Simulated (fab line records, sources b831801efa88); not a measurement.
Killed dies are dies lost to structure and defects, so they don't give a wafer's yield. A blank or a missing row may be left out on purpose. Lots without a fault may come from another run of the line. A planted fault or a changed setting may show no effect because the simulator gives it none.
Problem report in the 8D (eight disciplines) form, filled by code | flow sky130 | the parts of the form that need people (team, actions taken, sign-off) are left out

1. THE PROBLEM
cd_nm at SKY_SD_P_CD_MEAS_07 reads a mean of 275.9 nm on 2 wafers of 2 lots; wafers without a fault read 380.2 nm with a standard deviation of 2.9. That is -36 standard deviations from the usual mean.
The step: target cd 380 nm.
First seen on wafer L727.1, day 31 16:07, on cd_sem-01. The record holds 38 wafers of 13 lots with a number at this step. Rule for "out", or "out of limits": more than 4 standard deviations from the usual mean. The other wafers with a number count as sound.

2. WHAT IT IS AND WHAT IT IS NOT
question                    | is                   | is not
which readings at this step | cd_nm                | -
which lots                  | L727, L731           | L709, L710, L711, L714, L715, L716, L717, L718, L719, L722, L729
which wafers of those lots  | L727.1, L731.1       | L727.5, L727.6, L731.3
read on which gauges        | cd_sem-01, cd_sem-02 | -
when                        | from day 31 16:07    | up to then (32 sound wafers); but 4 sound wafers of L729, L731 came after

3. SUSPECTS, AND WHAT RULES EACH OUT
Counting: a tool at a process step up to the reading stays a suspect if it ran every lot that is out. Sound lots after the first of them don't rule it out here, since some wafers of a struck lot are sound.
- the gauge at SKY_SD_P_CD_MEAS_07: ruled out. The wafers that are out were read on 2 gauges (cd_sem-01, cd_sem-02).
- litho_track-03 at SKY_SD_P_DEVELOP_06 (develop time 60 s): kept. It ran every lot that is out, first L727 (day 31 15:58); its last sound lot up to then is L722 (day 30 08:37).
Left after counting: litho_track-03 at SKY_SD_P_DEVELOP_06.

4. THE CAUSE (what the simulator had put in)
Process parameter drift: litho_track-03, from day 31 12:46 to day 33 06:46, at SKY_SD_P_DEVELOP_06. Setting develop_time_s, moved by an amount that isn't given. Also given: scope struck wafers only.
Counting left only this tool.

5. THE CHAIN OF EFFECTS, in route order
Each row: a reading whose mean over the struck wafers that have a number lies more than 3 standard deviations from the usual. Only readings for which the record gives a usual standard deviation are gone through. hours: the time from each lot's start at the first step in this table that gives one to its start at this step, as a median over the lots. sigmas: the change in usual standard deviations.
hours | step                | reading | usual    | on struck wafers | change | sigmas
0     | SKY_SD_P_CD_MEAS_07 | cd_nm   | 380.2 nm | 275.9            | -104.3 | -36

6. WHAT WOULD HAVE CAUGHT IT SOONER
In this record the first reading out of limits at a measuring or inspecting step was taken at day 31 16:07, 3 hours after the fault began at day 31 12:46.
Of the lots that are out (2), L731 began SKY_SD_P_DEVELOP_06 on litho_track-03 after day 31 16:07. A hold on the tool at that time would have spared it.
